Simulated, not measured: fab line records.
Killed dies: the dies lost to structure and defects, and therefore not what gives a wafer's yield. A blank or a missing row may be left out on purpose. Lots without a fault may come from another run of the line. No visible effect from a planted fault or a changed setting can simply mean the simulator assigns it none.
Which tool is to blame? :: flow sky130 :: 15 lots with 45 wafers sampled at 3 steps, on a route of 708 steps

== WHAT EACH GAUGE READ, for each wafer ==
SKY_VT_ADJUST_HVTP_OVL_MEAS_08. Usual: VT_ADJUST_HVTP_OVL gives -0.8 nm (standard deviation 1.8).
lot: L426
measured: day 6 01:16
on: overlay-01
VT_ADJUST_HVTP_OVL (nm): 1.9 3.5 2.6
flag: 

lot: L429
measured: day 6 20:11
on: overlay-02
VT_ADJUST_HVTP_OVL (nm): -0.3 -0.4 -0.8
flag: 

lot: L428
measured: day 6 21:17
on: overlay-01
VT_ADJUST_HVTP_OVL (nm): -2.6 -2.5 -2.9
flag: 

lot: L430
measured: day 7 01:19
on: overlay-02
VT_ADJUST_HVTP_OVL (nm): -0.6 -2.2 -1.1
flag: 

lot: L432
measured: day 7 14:50
on: overlay-01
VT_ADJUST_HVTP_OVL (nm): -3.9 -3.1 -3.3
flag: 

lot: L434
measured: day 8 03:49
on: overlay-01
VT_ADJUST_HVTP_OVL (nm): -1.3 -0.5 0.1
flag: 

lot: L435
measured: day 8 08:37
on: overlay-01
VT_ADJUST_HVTP_OVL (nm): -1.2 -0.1 -0.4
flag: 

lot: L437
measured: day 8 22:32
on: overlay-01
VT_ADJUST_HVTP_OVL (nm): -0.4 -1.4 0.4
flag: 

lot: L438
measured: day 9 04:38
on: overlay-01
VT_ADJUST_HVTP_OVL (nm): -0.3 -0.9 -0.8
flag: 

lot: L439
measured: day 9 10:59
on: overlay-01
VT_ADJUST_HVTP_OVL (nm): -0.3 -0.5 0.1
flag: 

lot: L441
measured: day 10 03:29
on: overlay-01
VT_ADJUST_HVTP_OVL (nm): 1.2 2.0 1.1
flag: 

lot: L442
measured: day 10 10:49
on: overlay-02
VT_ADJUST_HVTP_OVL (nm): -1.2 -1.5 -2.0
flag: 

lot: L443
measured: day 10 17:22
on: overlay-02
VT_ADJUST_HVTP_OVL (nm): 1.0 0.6 0.4
flag: 

lot: L444
measured: day 11 00:26
on: overlay-02
VT_ADJUST_HVTP_OVL (nm): 0.1 -0.2 -1.7
flag: 

lot: L449
measured: day 12 06:35
on: overlay-02
VT_ADJUST_HVTP_OVL (nm): -0.9 -0.1 -1.1
flag: 

SKY_LI_CONTACT_BOW_MEAS_03. Usual: LI_CONTACT_BOW gives 56 um (standard deviation 6.7).
lot: L426
measured: day 27 18:58
on: film metro-02
LI_CONTACT_BOW (um): 56 53 68
flag: 

lot: L429
measured: day 29 14:28
on: film metro-02
LI_CONTACT_BOW (um): 49 56 45
flag: 

lot: L428
measured: day 29 13:02
on: film metro-02
LI_CONTACT_BOW (um): 53 58 53
flag: 

lot: L430
measured: day 33 00:52
on: film metro-03
LI_CONTACT_BOW (um): 51 45 64
flag: 

lot: L432
measured: day 33 03:54
on: film metro-02
LI_CONTACT_BOW (um): 57 54 47
flag: 

lot: L434
measured: day 33 07:43
on: film metro-03
LI_CONTACT_BOW (um): 49 59 50
flag: 

lot: L435
measured: day 33 05:13
on: film metro-03
LI_CONTACT_BOW (um): 67 59 59
flag: 

lot: L437
measured: day 33 05:28
on: film metro-03
LI_CONTACT_BOW (um): 57 62 58
flag: 

lot: L438
measured: day 33 08:53
on: film metro-03
LI_CONTACT_BOW (um): 51 29 56
flag: 

lot: L439
measured: day 33 14:16
on: film metro-02
LI_CONTACT_BOW (um): 55 54 57
flag: 

lot: L441
measured: day 33 14:34
on: film metro-02
LI_CONTACT_BOW (um): 57 57 50
flag: 

lot: L442
measured: day 33 16:18
on: film metro-04
LI_CONTACT_BOW (um): 62 63 55
flag: 

lot: L443
measured: day 33 16:36
on: film metro-02
LI_CONTACT_BOW (um): 52 45 57
flag: 

lot: L444
measured: day 33 18:14
on: film metro-04
LI_CONTACT_BOW (um): 53 56 52
flag: 

lot: L449
measured: day 35 05:52
on: film metro-02
LI_CONTACT_BOW (um): 53 50 61
flag: 

== EACH LOT AND THE TOOL THAT RAN IT (in order: tool; ch and the chambers of the sampled wafers; start) ==
lot: L426
SKY_PWDE_EXPOSE_04: iline stepper-02 ch 0, day 3 12:44

lot: L429
SKY_PWDE_EXPOSE_04: iline stepper-01 ch 0, day 4 06:22

lot: L428
SKY_PWDE_EXPOSE_04: iline stepper-02 ch 0, day 4 06:37

lot: L430
SKY_PWDE_EXPOSE_04: iline stepper-02 ch 0, day 4 10:01

lot: L432
SKY_PWDE_EXPOSE_04: iline stepper-02 ch 0, day 4 21:28

lot: L434
SKY_PWDE_EXPOSE_04: iline stepper-02 ch 0, day 5 08:56

lot: L435
SKY_PWDE_EXPOSE_04: iline stepper-02 ch 0, day 5 13:14

lot: L437
SKY_PWDE_EXPOSE_04: iline stepper-01 ch 0, day 6 01:57

lot: L438
SKY_PWDE_EXPOSE_04: iline stepper-01 ch 0, day 6 05:19

lot: L439
SKY_PWDE_EXPOSE_04: iline stepper-02 ch 0, day 6 11:14

lot: L441
SKY_PWDE_EXPOSE_04: iline stepper-02, day 7 01:02

lot: L442
SKY_PWDE_EXPOSE_04: iline stepper-02, day 7 08:33

lot: L443
SKY_PWDE_EXPOSE_04: iline stepper-01, day 7 12:38

lot: L444
SKY_PWDE_EXPOSE_04: iline stepper-02 ch 0, day 7 20:17

lot: L449
SKY_PWDE_EXPOSE_04: iline stepper-02 ch 0, day 8 22:57
- SKY_PWDE_EXPOSE_04: exposes mask PWDEM, target cd 840 nm.

== AS READ BY THE TOOLS THEMSELVES (means over the sampled wafers that have a number; for cases with no such wafer, the mark the record gives instead) ==
SKY_PWDE_EXPOSE_04. Usual: exposure dose mJ cm2 214.03, standard deviation 0.2; focus offset nm 0.0 nm, standard deviation 0.59.
lot: L426
tool: iline stepper-02
exposure dose mJ cm2: 214.09
focus offset nm (nm): -0.2
flag: 

lot: L429
tool: iline stepper-01
exposure dose mJ cm2: 213.97
focus offset nm (nm): 0.6
flag: 

lot: L428
tool: iline stepper-02
exposure dose mJ cm2: 213.94
focus offset nm (nm): 0.8
flag: 

lot: L430
tool: iline stepper-02
exposure dose mJ cm2: 213.85
focus offset nm (nm): 0.0
flag: 

lot: L432
tool: iline stepper-02
exposure dose mJ cm2: 213.98
focus offset nm (nm): 0.1
flag: 

lot: L434
tool: iline stepper-02
exposure dose mJ cm2: 214.01
focus offset nm (nm): -0.5
flag: 

lot: L435
tool: iline stepper-02
exposure dose mJ cm2: 213.92
focus offset nm (nm): 0.6
flag: 

lot: L437
tool: iline stepper-01
exposure dose mJ cm2: 214.00
focus offset nm (nm): -0.1
flag: 

lot: L438
tool: iline stepper-01
exposure dose mJ cm2: 213.91
focus offset nm (nm): -1.2
flag: 

lot: L439
tool: iline stepper-02
exposure dose mJ cm2: 213.74
focus offset nm (nm): -0.1
flag: 

lot: L441
tool: iline stepper-02
exposure dose mJ cm2: -
focus offset nm (nm): -
flag: OFF

lot: L442
tool: iline stepper-02
exposure dose mJ cm2: -
focus offset nm (nm): -
flag: OFF

lot: L443
tool: iline stepper-01
exposure dose mJ cm2: -
focus offset nm (nm): -
flag: OFF

lot: L444
tool: iline stepper-02
exposure dose mJ cm2: 213.75
focus offset nm (nm): 0.3
flag: 

lot: L449
tool: iline stepper-02
exposure dose mJ cm2: 214.17
focus offset nm (nm): -0.6
flag: 

== THE ANSWER, worked out from the rows above alone ==
Rule: lot off if the mean of its wafers having a number is beyond 3 standard deviations from the usual mean. Also off: a lot with no number at a reading for which 4 or more lots have one. Any other lot the step has rows for is counted as sound. The gauges are gone through in route order, then the tools' own readings, and for those a lot's mean is taken as printed above. At the first step where some lot is off, the reading lying furthest off is the one used; lots without a number count as furthest.
Off at SKY_PWDE_EXPOSE_04 (exposure dose mJ cm2): L441, L442, L443. Without a number there: L441, L442, L443.
A tool fits if, at that step or a process step before it, it ran every lot that is off, and no sound lot after the first of them. No candidate that was tried fits.

== WHAT THE SIMULATOR HAD INSERTED ==
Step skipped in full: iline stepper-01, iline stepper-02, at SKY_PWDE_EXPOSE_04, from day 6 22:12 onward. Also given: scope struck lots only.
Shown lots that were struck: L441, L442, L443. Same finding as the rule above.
